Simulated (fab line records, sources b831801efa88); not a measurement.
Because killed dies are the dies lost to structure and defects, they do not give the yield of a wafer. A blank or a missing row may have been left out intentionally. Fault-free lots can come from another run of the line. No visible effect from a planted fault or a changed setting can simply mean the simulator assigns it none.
Comparing a struck lot with a sound one ; flow gf180mcu ; 15 out of 602 route steps
Sound: the wafers L200.4, L200.5, L200.6. Wafers L201.3, L201.5, L201.6 were the ones struck. The cause comes at the end.
At each step with rows: each side's tool, then ch and its chambers, then its first start. Under that, the readings that differ: sound wafers ; struck wafers ; difference of the means ; sigmas: that difference in standard deviations of wafers without a fault.
alike: a reading whose means differ by less than 2 such deviations, as well as words and numbers matching on both sides. not compared: withheld readings; readings where some wafer has no value; bounds like >300 that might hide an equal value; numbers whose values overlap and for which the record gives no deviation.
The two part at a step that has a row with sigmas, a row that says differs or no value, or rows on one side only. Non-overlapping numbers with no deviation appear without sigmas and do not part them. A reading missing from all wafers of one side parts the sides only when that side holds two or more wafers.

first, 2 steps without rows for these wafers: GF_MVPSD_IMPLANT_08; GF_MVPSD_IMPLANT_09.
GF_MVPSD_STRIP_10: strips in O2/N2.
  sound on plasmaAsher-01 ch 0,1, day 8 20:42; struck on plasmaAsher-01 ch 0,1, day 9 01:44
reading;sound;struck;difference;sigmas
stripTimeToEndpointS (s);36.71 36.69 36.91;37.03 36.95 36.99;+0.22;+2
  alike: drypumpMotorCurrentA, heaterPowerW, oesProductAu
  not compared: rfHoursCounterH
GF_MVPSD_TW_MEAS_11:
  struck on filmMetro-01, day 9 01:49; sound on filmMetro-01, day 8 20:47
  alike: MVPSD_TW
then, 7 steps without rows for these wafers: GF_VT_IMPLANT_DEHYDRATE_00 (time 60 s); GF_VT_IMPLANT_HMDS_01 (prime time 60 s); GF_VT_IMPLANT_COAT_02 (resist thk 1000 nm); GF_VT_IMPLANT_SOFTBAKE_03 (time 60 s); GF_VT_IMPLANT_EXPOSE_04 (exposes mask LVPWELL LV AREA, target cd 600 nm); GF_VT_IMPLANT_PEB_05; GF_VT_IMPLANT_DEVELOP_06 (develop time 60 s).
GF_VT_IMPLANT_OVL_MEAS_07:
  struck on overlay-01, day 9 18:44; sound on overlay-01, day 9 14:09
  alike: VT_IMPLANT_OVL
GF_VT_IMPLANT_IMPLANT_08:
  sound on implanter-02 ch 0, day 9 14:14; struck on implanter-03 ch 0, day 9 18:49
reading;sound;struck;difference;sigmas
beamEnergyKeV;19.999 20.009 20.000;19.681 19.671 19.681;-0.325;-52
model.implant.drpNm (nm);9.752 9.752 9.752;9.643 9.643 9.643;-0.109;
GF_VT_IMPLANT_STRIP_09: strips in O2/N2.
  sound on plasmaAsher-01 ch 0,1, day 9 14:21; struck on plasmaAsher-04 ch 0,1, day 9 18:57
  alike: drypumpMotorCurrentA, heaterPowerW, oesProductAu, stripTimeToEndpointS
  not compared: rfHoursCounterH
-- the record jumps here: 24 days lie between the struck wafers' starts before and after (it left off in module VT_IMPLANT and takes up again in module PASSIVATION, whose first step shown is number 602 of the route) --
GF_PASSIVATION_PROBE_99:
  rows exist in the record for the struck wafers here (prober-01, day 33 11:59), but not for the sound ones

## WHERE THEY PART
Earliest at GF_MVPSD_STRIP_10; latest, in this record, at GF_PASSIVATION_PROBE_99.

WHY: what had been put in by the simulator
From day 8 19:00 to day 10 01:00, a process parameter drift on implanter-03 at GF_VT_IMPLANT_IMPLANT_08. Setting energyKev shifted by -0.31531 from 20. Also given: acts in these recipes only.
